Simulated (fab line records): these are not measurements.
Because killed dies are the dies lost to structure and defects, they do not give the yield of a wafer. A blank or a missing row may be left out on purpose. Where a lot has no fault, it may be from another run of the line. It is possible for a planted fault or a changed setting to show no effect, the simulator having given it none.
Split-lot study + flow sky130 + route with 708 steps; 5 lots, 23 wafers read

## ABOUT THE SPLIT
At SKY_VT_ADJUST_HVTR_EXPOSE_04 (exposes mask HVTRM, target cd 380 nm), the setting dose mj was moved away from the recipe's 150 on 8 of the 23 wafers read, by -6.1% to +3.0%. All remaining wafers had this setting at the recipe value.

## FROM THE SPLIT TO THE READING: what the file shows between them, 2 steps
- SKY_VT_ADJUST_HVTR_PEB_05
- SKY_VT_ADJUST_HVTR_DEVELOP_06: develop time 60 s

## THE READING
At SKY_VT_ADJUST_HVTR_CD_MEAS_07: cd nm in nanometres, against a target cd of 380 nm. A value of 380.8 nm with a standard deviation of 3 nm is what fault-free wafers of this fab line usually give.

| wafer  | tool, chamber at the split | dose mj as run | against the recipe | cd nm, nm | against lot-mates on the recipe |
|--------|----------------------------|----------------|--------------------|-----------|---------------------------------|
| L074.1 | iline stepper-02, 0        | 142.1          | -5.3%              | 365.6     | -13.4                           |
| L074.3 | iline stepper-02, 0        | 150            | recipe             | 377.3     | -                               |
| L074.4 | iline stepper-02, 0        | 142.1          | -5.3%              | 360.4     | -18.6                           |
| L074.5 | iline stepper-02, 0        | 150            | recipe             | 380.8     | -                               |
| L074.6 | iline stepper-02, 0        | 150            | recipe             | 378.9     | -                               |
| L079.1 | iline stepper-02, 0        | 147            | -2.0%              | 373.8     | -3.3                            |
| L079.3 | iline stepper-02, 0        | 147            | -2.0%              | 372.3     | -4.8                            |
| L079.4 | iline stepper-02, 0        | 150            | recipe             | 377.4     | -                               |
| L079.5 | iline stepper-02, 0        | 150            | recipe             | 376.3     | -                               |
| L079.6 | iline stepper-02, 0        | 150            | recipe             | 377.6     | -                               |
| L081.2 | iline stepper-02, 0        | 150            | recipe             | 389.8     | -                               |
| L081.3 | iline stepper-02, 0        | 154.5          | +3.0%              | 396.1     | +11.0                           |
| L081.4 | iline stepper-02, 0        | 154.5          | +3.0%              | 400.9     | +15.8                           |
| L081.5 | iline stepper-02, 0        | 150            | recipe             | 382.9     | -                               |
| L081.6 | iline stepper-02, 0        | 150            | recipe             | 382.7     | -                               |
| L084.1 | iline stepper-01, 0        | 150            | recipe             | 388.2     | -                               |
| L084.2 | iline stepper-01, 0        | 140.8          | -6.1%              | 368.9     | -20.0                           |
| L084.4 | iline stepper-01, 0        | 150            | recipe             | 387.7     | -                               |
| L084.5 | iline stepper-01, 0        | 150            | recipe             | 390.9     | -                               |
| L084.6 | iline stepper-01, 0        | 140.8          | -6.1%              | 369.7     | -19.2                           |
| L085.2 | iline stepper-02, 0        | 150            | recipe             | 379.2     | -                               |
| L085.3 | iline stepper-02, 0        | 150            | recipe             | 380.0     | -                               |
| L085.6 | iline stepper-02, 0        | 150            | recipe             | 380.3     | -                               |

FIT RESULTS
A straight line over all 23 wafers: cd nm changes by +3.24 nm for each +1% of dose mj; r = +0.85; the points scatter about the line by 5.2 nm.
The same after taking each lot's own level away (the mean of its wafers on the recipe; 23 wafers): +3.32 nm for each +1%; r = +0.97; scatter 2.2 nm.
The reading moves by 20 nm for the largest change in dose mj, on that fit.
The span of the lots' own levels, 377.10 to 388.93 nm, comes to 3.9 times the standard deviation stated above.
Hence the lot-to-lot level has little effect on the slope; both slopes agree.
Check: with one of the wafers moved furthest among these (-6.1%) left out of the fit, the line predicts -19.5 nm for it against its lot-mates. Against them it came out at -20 nm.

## FILE'S OWN FIT
cd nm changes by +3.23 nm for each +1% of dose mj, r = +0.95.
